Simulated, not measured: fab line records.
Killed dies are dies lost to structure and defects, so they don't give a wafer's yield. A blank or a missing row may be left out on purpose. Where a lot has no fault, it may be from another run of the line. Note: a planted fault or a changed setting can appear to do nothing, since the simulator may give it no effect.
A struck lot beside a sound one ; flow sky130 ; 34 out of 708 route steps
Sound: wafers L803.3, L803.4, L803.6. Wafers L810.1, L810.4, L810.5 were the ones struck. The cause is named last.
Each step with rows lists, per side, the tool, then ch with its chambers, then its first start. Under that, the readings that differ: sound wafers ; struck wafers ; difference of the means ; sigmas: that difference in standard deviations of wafers without a fault.
alike: same words and numbers on both sides, and readings whose means sit less than 2 such deviations apart. not compared: any withheld reading, any reading some wafer has no value for, any bound like >300 that may hide the same value, and any number with overlapping values for which the record gives no deviation.
Wherever a step has rows on one side only, a row that says differs or no value, or a row with sigmas, the two part there. Non-overlapping numbers with no deviation appear without sigmas and do not part them. A reading that every wafer of one side lacks parts them only if that side has two wafers or more.

first, 7 steps without rows for these wafers: SKY_SONOS_TUNNEL_DEVELOP_06 (develop time 60 s); SKY_SONOS_TUNNEL_IMPLANT_09; SKY_SONOS_TUNNEL_WET_ETCH_10 (etches SiO2 in dHF, target depth 14 nm, time 280 s); SKY_SONOS_TUNNEL_STRIP_11 (strips in SPM, time 600 s); SKY_SONOS_TUNNEL_CLEAN_13 (cleans in dHF, time 20 s); SKY_SONOS_ONO_OXIDATION_00 (stabilise 600 s, purge 300 s, target thk 2.6 nm); SKY_SONOS_ONO_CVD_02 (deposits Si3N4 from DCS/NH3, target thk 10.5 nm, time 180 s).
SKY_SONOS_ONO_CVD_04: deposits SiO2 from SiH4/N2O, target thk 5.7199 nm.
  sound on lpcvd-03 ch 1, day 13 09:52; struck on lpcvd-03 ch 0, day 15 15:32
reading;sound;struck;difference;sigmas
spike tc bottom C (C);925.5 924.5 925.8;943.9 944.1 944.9;+19.0;+7
spike tc centre C (C);901.5 901.1 901.6;927.6 926.6 925.8;+25.3;+26
spike tc lower C (C);902.9 901.7 903.8;923.5 925.2 924.1;+21.5;+13
spike tc top C (C);907.9 908.0 909.8;929.4 930.5 928.2;+20.8;+12
spike tc upper C (C);897.9 899.0 899.5;925.5 923.9 925.7;+26.2;+20
susceptor temp C (C);899.4 899.7 899.8;924.1 924.8 923.7;+24.6;+60
zone power bottom pct (%);27.4 27.9 27.4;29.8 30.5 29.3;+2.3;+6
zone power centre pct (%);19.43 19.34 19.09;19.94 20.07 19.82;+0.66;+3
zone power upper pct (%);15.05 15.35 14.89;16.33 16.31 16.44;+1.26;+6
model.SiO2_of_SONOS_ONO_CVD_04.thk nm (nm);5.52 5.487 5.491;8.342 8.3 8.243;+2.796;
SKY_SONOS_ONO_THK_MEAS_05:
  sound: film metro-03 at day 13 11:08; struck: film metro-01 at day 15 16:47
reading;sound;struck;difference;sigmas
SONOS_ONO_CVD_04_THK (nm);5.53 5.46 5.51;8.34 8.29 8.23;+2.79;+25
then, 23 steps without rows for these wafers: SKY_SONOS_ONO_DEHYDRATE_06 (time 60 s); SKY_SONOS_ONO_HMDS_07 (prime time 60 s); SKY_SONOS_ONO_COAT_08 (resist thk 1140 nm); SKY_SONOS_ONO_SOFTBAKE_09 (time 60 s); SKY_SONOS_ONO_EXPOSE_10 (exposes mask ONOM, target cd 410 nm); SKY_SONOS_ONO_PEB_11; SKY_SONOS_ONO_DEVELOP_12 (develop time 60 s); SKY_SONOS_ONO_ETCH_15 (etches the open film in CHF3/O2, target depth 19.52 nm, time 7.8 s); SKY_SONOS_ONO_WET_ETCH_16 (etches SiO2 in dHF, target depth 14 nm, time 280 s); SKY_SONOS_ONO_STRIP_17 (strips in O2/N2); SKY_SONOS_ONO_WET_ETCH_18 (etches Si3N4 in H3PO4, target depth 15 nm, time 172 s); SKY_GATE_OXIDE_CLEAN_00 (cleans in SC1/SC2, time 150 s); SKY_GATE_OXIDE_OXIDATION_01 (stabilise 600 s, purge 300 s, target thk 10.268 nm); SKY_GATE_OXIDE_DEHYDRATE_03 (time 60 s); SKY_GATE_OXIDE_HMDS_04 (prime time 60 s); SKY_GATE_OXIDE_COAT_05 (resist thk 1140 nm); SKY_GATE_OXIDE_SOFTBAKE_06 (time 60 s); SKY_GATE_OXIDE_EXPOSE_07 (exposes mask LVOM, target cd 600 nm); SKY_GATE_OXIDE_PEB_08; SKY_GATE_OXIDE_DEVELOP_09 (develop time 60 s); SKY_GATE_OXIDE_IMPLANT_11; SKY_GATE_OXIDE_WET_ETCH_12 (etches SiO2 in dHF, target depth 16.8 nm, time 336 s); SKY_GATE_OXIDE_STRIP_13 (strips in O2/N2).
-- the record jumps here: 2 days lie between the struck wafers' starts before and after --
SKY_GATE_OXIDE_CLEAN_15: cleans in SC1/SC2, time 150 s.
  sound on wet bench-02 ch 2, day 15 22:00; struck on wet bench-04 ch 3, day 18 04:15
reading;sound;struck;difference;sigmas
model.SiO2_of_SONOS_ONO_CVD_04.thk nm (nm);3.996 3.956 3.965;6.814 6.769 6.718;+2.795;
SKY_PAD_OPEN_PROBE_99:
  sound wafers here have rows in the record (prober-01, day 47 08:47); struck ones have none

== WHERE THEY PART ==
At SKY_SONOS_ONO_CVD_04 first; at SKY_PAD_OPEN_PROBE_99 last (within this record only).

WHY: what the simulator had put in
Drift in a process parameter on lpcvd-03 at SKY_SONOS_ONO_CVD_04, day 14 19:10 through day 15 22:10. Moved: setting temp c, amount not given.
